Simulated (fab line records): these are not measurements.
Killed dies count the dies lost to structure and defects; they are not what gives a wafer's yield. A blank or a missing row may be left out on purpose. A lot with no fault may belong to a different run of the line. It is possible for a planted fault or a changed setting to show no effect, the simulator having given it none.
Which tool was responsible? || flow sfqLine || 7 lots, 21 wafers sampled, at 2 steps of a route of 325

== WHAT THE GAUGES SHOWED, per wafer ==
SFQ_L0_RS_MEAS_901: measurement is done with a four-point probe.
{"lot": "L136", "measured": "day 1 17:35", "on": "filmMetro-01", "L0_MONX_KI_RS (ohm/sq)": "43.7 42.6 42.5"}
{"lot": "L138", "measured": "day 2 03:34", "on": "filmMetro-03", "L0_MONX_KI_RS (ohm/sq)": "44.6 43.5 44.3"}
{"lot": "L140", "measured": "day 2 13:34", "on": "filmMetro-01", "L0_MONX_KI_RS (ohm/sq)": "43.7 45.0 43.5"}
{"lot": "L142", "measured": "day 2 23:34", "on": "filmMetro-03", "L0_MONX_KI_RS (ohm/sq)": "44.1 43.6 43.8"}
{"lot": "L144", "measured": "day 3 09:34", "on": "filmMetro-01", "L0_MONX_KI_RS (ohm/sq)": "42.6 43.1 43.5"}
{"lot": "L147", "measured": "day 4 00:35", "on": "filmMetro-04", "L0_MONX_KI_RS (ohm/sq)": "44.6 43.6 43.1"}
{"lot": "L157", "measured": "day 6 02:35", "on": "filmMetro-04", "L0_MONX_KI_RS (ohm/sq)": "62.8 61.5 63.3"}

== WHAT TOOL EACH LOT RAN ON (gives the tool, then ch and the chambers of the sampled wafers, and finally the start) ==
{"lot": "L136", "SFQ_TRILAYER_L0_DEP_SPUTTER_003": "pvdSputter-05, day 1 17:29"}
{"lot": "L138", "SFQ_TRILAYER_L0_DEP_SPUTTER_003": "pvdSputter-05, day 2 03:29"}
{"lot": "L140", "SFQ_TRILAYER_L0_DEP_SPUTTER_003": "pvdSputter-05, day 2 13:29"}
{"lot": "L142", "SFQ_TRILAYER_L0_DEP_SPUTTER_003": "pvdSputter-03, day 2 23:29"}
{"lot": "L144", "SFQ_TRILAYER_L0_DEP_SPUTTER_003": "pvdSputter-03, day 3 09:29"}
{"lot": "L147", "SFQ_TRILAYER_L0_DEP_SPUTTER_003": "pvdSputter-05, day 4 00:29"}
{"lot": "L157", "SFQ_TRILAYER_L0_DEP_SPUTTER_003": "pvdSputter-05, day 6 02:29"}
- SFQ_TRILAYER_L0_DEP_SPUTTER_003: material MoNx KI, target thk 40 nm, time 100 s.

== THE ANSWER, worked out from the rows above alone ==
Rule: the usual values come from the lots themselves. The widest of any qualifying gaps counts: lots, ordered by their means at a reading, are off when they make up no more than a third of the lots, leave a main group of 4 or more, and stand apart from it by 3 or more times the standard deviation of that group's means. A main group whose means are all the same, to the digits that the tables above print for the reading, isn't used. A lot without any number at a reading at which 4 lots or more have one is off too. All remaining lots with rows at the step are treated as sound.
Off: L157, seen at SFQ_L0_RS_MEAS_901 (L0_MONX_KI_RS). Main group: mean 43.6 ohm/sq, sd 0.47.
If a tool, at a process step before that reading, ran all the lots that are off and no sound lot after the first of them, it fits. The gauges at SFQ_L0_RS_MEAS_901 are tried like those tools. This does not decide it: 2 tools fit, namely pvdSputter-05 at SFQ_TRILAYER_L0_DEP_SPUTTER_003 and filmMetro-04 at SFQ_L0_RS_MEAS_901.

== WHAT WAS PUT IN BY THE SIMULATOR ==
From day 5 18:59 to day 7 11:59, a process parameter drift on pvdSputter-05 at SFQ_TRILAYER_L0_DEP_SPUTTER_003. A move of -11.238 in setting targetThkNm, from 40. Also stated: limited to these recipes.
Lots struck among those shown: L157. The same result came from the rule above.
